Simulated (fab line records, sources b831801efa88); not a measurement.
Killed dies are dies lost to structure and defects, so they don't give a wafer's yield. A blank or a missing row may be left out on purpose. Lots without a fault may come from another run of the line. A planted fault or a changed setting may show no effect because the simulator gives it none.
A struck lot beside a sound one | flow sky130 | 16 steps out of a route of 708
Sound: wafers L992.2, L992.4, L992.6. Struck: wafers L995.4, L995.5, L995.6. The cause comes at the end.
At each step with rows: each side's tool, then ch and its chambers, then its first start. Under that, the readings that differ: sound wafers | struck wafers | difference of the means | sigmas: that difference in standard deviations of wafers without a fault.
alike: readings whose means differ by less than 2 such deviations, and words and numbers that are the same on both sides. not compared: withheld readings, readings that some wafer has no value for, bounds like >300 that may hide the same value, and numbers for which the record gives no deviation and whose values overlap.
The two part at a step that has a row with sigmas, a row that says differs or no value, or rows on one side only. Numbers that don't overlap but have no deviation are shown without sigmas and don't part them. A reading that every wafer of one side lacks parts them only if that side has two wafers or more.

first, 2 steps without rows for these wafers: SKY_VT_ADJUST_PCH_PEB_05; SKY_VT_ADJUST_PCH_DEVELOP_06 (develop time 60 s).
SKY_VT_ADJUST_PCH_OVL_MEAS_07:
  sound on overlay-01, day 15 00:29; struck on overlay-01, day 16 02:49
  alike: VT_ADJUST_PCH_OVL
then, 1 step without rows for these wafers: SKY_VT_ADJUST_PCH_IMPLANT_08.
SKY_VT_ADJUST_PCH_STRIP_09: strips in O2/N2.
  sound on plasma_asher-03 ch 0,1, day 15 00:40; struck on plasma_asher-04 ch 0,1, day 16 03:01
  alike: drypump_motor_current_A, o2_flow_sccm, oes_product_au, strip_time_to_endpoint_s
  not compared: rf_hours_counter_h
SKY_VT_ADJUST_PCH_TW_MEAS_10:
  sound on film_metro-03, day 15 00:47; struck on film_metro-01, day 16 03:07
  alike: VT_ADJUST_PCH_TW
then, 6 steps without rows for these wafers: SKY_SONOS_TUNNEL_DEHYDRATE_00 (time 60 s); SKY_SONOS_TUNNEL_HMDS_01 (prime time 60 s); SKY_SONOS_TUNNEL_COAT_02 (resist thk 1140 nm); SKY_SONOS_TUNNEL_SOFTBAKE_03 (time 60 s); SKY_SONOS_TUNNEL_EXPOSE_04 (exposes mask TUNM, target cd 410 nm); SKY_SONOS_TUNNEL_PEB_05.
SKY_SONOS_TUNNEL_DEVELOP_06: develop time 60 s.
  sound on litho_track-03 ch 0, day 16 03:51; struck on litho_track-01 ch 0, day 17 08:04
  reading              | sound             | struck            | difference | sigmas
  developer_temp_C (C) | 23.12 23.02 23.02 | 20.79 20.70 20.60 | -2.36      | -21
SKY_SONOS_TUNNEL_CD_MEAS_07: target cd 410 nm.
  sound on cd_sem-02, day 16 03:59; struck on cd_sem-01, day 17 08:11
  reading    | sound             | struck            | difference | sigmas
  cd_nm (nm) | 407.6 406.7 407.2 | 414.5 415.8 418.1 | +9.0       | +4
SKY_SONOS_TUNNEL_OVL_MEAS_08:
  sound on overlay-02, day 16 04:06; struck on overlay-02, day 17 08:16
  alike: SONOS_TUNNEL_OVL
-- the record jumps here: 33 days lie between the struck wafers' starts before and after (it left off in module SONOS_TUNNEL and takes up again in module PAD_OPEN, whose first step shown is number 708 of the route) --
SKY_PAD_OPEN_PROBE_99:
  sound on prober-02, day 49 11:52; struck on prober-02, day 50 06:49
  alike: killed_at_M0_to_M3, killed_at_M4_up, killed_at_contacts, killed_at_front_end, killed_at_other, killed_dies, killed_open, killed_short

WHERE THEY PART
First at SKY_SONOS_TUNNEL_DEVELOP_06; last, within this record, at SKY_SONOS_TUNNEL_CD_MEAS_07. Later steps at which nothing parts them and some readings are alike: SKY_SONOS_TUNNEL_OVL_MEAS_08, SKY_PAD_OPEN_PROBE_99.

WHY: what the simulator had put in
Process parameter drift: litho_track-01, from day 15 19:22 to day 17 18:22, at SKY_SONOS_TUNNEL_DEVELOP_06. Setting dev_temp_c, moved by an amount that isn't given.
